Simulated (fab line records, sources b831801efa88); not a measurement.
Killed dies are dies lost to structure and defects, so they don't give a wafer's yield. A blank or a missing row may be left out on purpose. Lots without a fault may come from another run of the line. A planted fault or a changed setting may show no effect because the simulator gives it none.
Chamber matching | flow gf180mcu | GF_STI_ETCH_13 on rie_diel-04: 4 sister chambers
The step etches the open film in CHF3/O2, stops on Si, target depth 282.31 nm, time 112.9 s. 22 wafers are shown with their chamber, then 11 later ones without.

WAFERS WITH THEIR CHAMBER
wafer  | chamber | drypump_motor_current_A (A) | oes_product_au (a.u.) | throttle_valve_pct (%)
L074.3 | 3       | 6.3                         | 0.836                 | 8.830
L074.4 | 3       | 6.3                         | 0.836                 | 8.797
L074.6 | 2       | 6.1                         | 0.841                 | 8.812
L075.2 | 0       | 5.4                         | 0.837                 | 8.805
L075.3 | 2       | 6.1                         | 0.838                 | 8.822
L075.5 | 0       | 5.3                         | 0.839                 | 8.819
L077.2 | 2       | 6.0                         | 0.830                 | 8.798
L077.4 | 1       | 5.2                         | 0.835                 | 8.809
L077.5 | 2       | 6.0                         | 0.832                 | 8.815
L079.2 | 0       | 5.4                         | 0.836                 | 8.809
L079.3 | 2       | 6.1                         | 0.833                 | 8.815
L079.5 | 3       | 6.3                         | 0.841                 | 8.822
L080.2 | 0       | 5.3                         | 0.838                 | 8.809
L080.3 | 1       | 5.2                         | 0.833                 | 8.820
L080.4 | 3       | 6.3                         | 0.834                 | 8.818
L084.1 | 1       | 5.2                         | 0.837                 | 8.809
L084.3 | 3       | 6.3                         | 0.831                 | 8.826
L084.6 | 2       | 6.1                         | 0.828                 | 8.800
L085.1 | 3       | 6.3                         | 0.833                 | 8.830
L085.2 | 2       | 6.1                         | 0.836                 | 8.813
L085.4 | 3       | 6.3                         | 0.833                 | 8.812
L089.1 | 0       | 5.3                         | 0.845                 | 8.803

SIGNATURES (means of the wafers above)
reading                 | chamber 0 | chamber 1 | chamber 2 | chamber 3 | scatter within a chamber
drypump_motor_current_A | 5.340     | 5.200     | 6.071     | 6.300     | 0.0382
oes_product_au          | 0.83900   | 0.83500   | 0.83400   | 0.83486   | 0.0037
throttle_valve_pct      | 8.80900   | 8.81267   | 8.81071   | 8.81929   | 0.00917
Rule: a wafer's distance from a chamber is the root of the sum, over the readings, of the square of ((its reading less the chamber's mean) divided by the reading's scatter). The wafer belongs to the nearest chamber; if the next one is less than 2 further off, it can't be placed. The scatter: the root of (the sum of the squares of (reading less its chamber's mean) over the shown wafers, divided by (wafers less chambers)).

WAFERS WITHOUT THEIR CHAMBER
wafer  | drypump_motor_current_A (A) | oes_product_au (a.u.) | throttle_valve_pct (%)
L089.4 | 6.1                         | 0.829                 | 8.806
L089.6 | 6.2                         | 0.829                 | 8.817
L091.1 | 5.3                         | 0.836                 | 8.827
L091.4 | 5.2                         | 0.838                 | 8.813
L091.5 | 5.4                         | 0.833                 | 8.789
L092.3 | 5.4                         | 0.827                 | 8.821
L092.4 | 6.1                         | 0.837                 | 8.822
L092.5 | 5.2                         | 0.837                 | 8.805
L096.1 | 6.3                         | 0.839                 | 8.801
L096.4 | 6.0                         | 0.838                 | 8.811
L096.6 | 6.3                         | 0.832                 | 8.816

WHICH CHAMBER EACH WENT THROUGH
wafer  | from the rows above     | in truth
L089.4 | 2                       | 2
L089.6 | can't be placed: 3 or 2 | 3
L091.1 | can't be placed: 0 or 1 | 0
L091.4 | 1                       | 1
L091.5 | 0                       | 0
L092.3 | can't be placed: 0 or 1 | 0
L092.4 | 2                       | 2
L092.5 | 1                       | 1
L096.1 | 3                       | 3
L096.4 | 2                       | 2
L096.6 | 3                       | 3
Placed correctly: 8 of 11. Can't be placed from these rows: 3 (the true chamber is among the candidates in 3). Placed wrongly: 0.
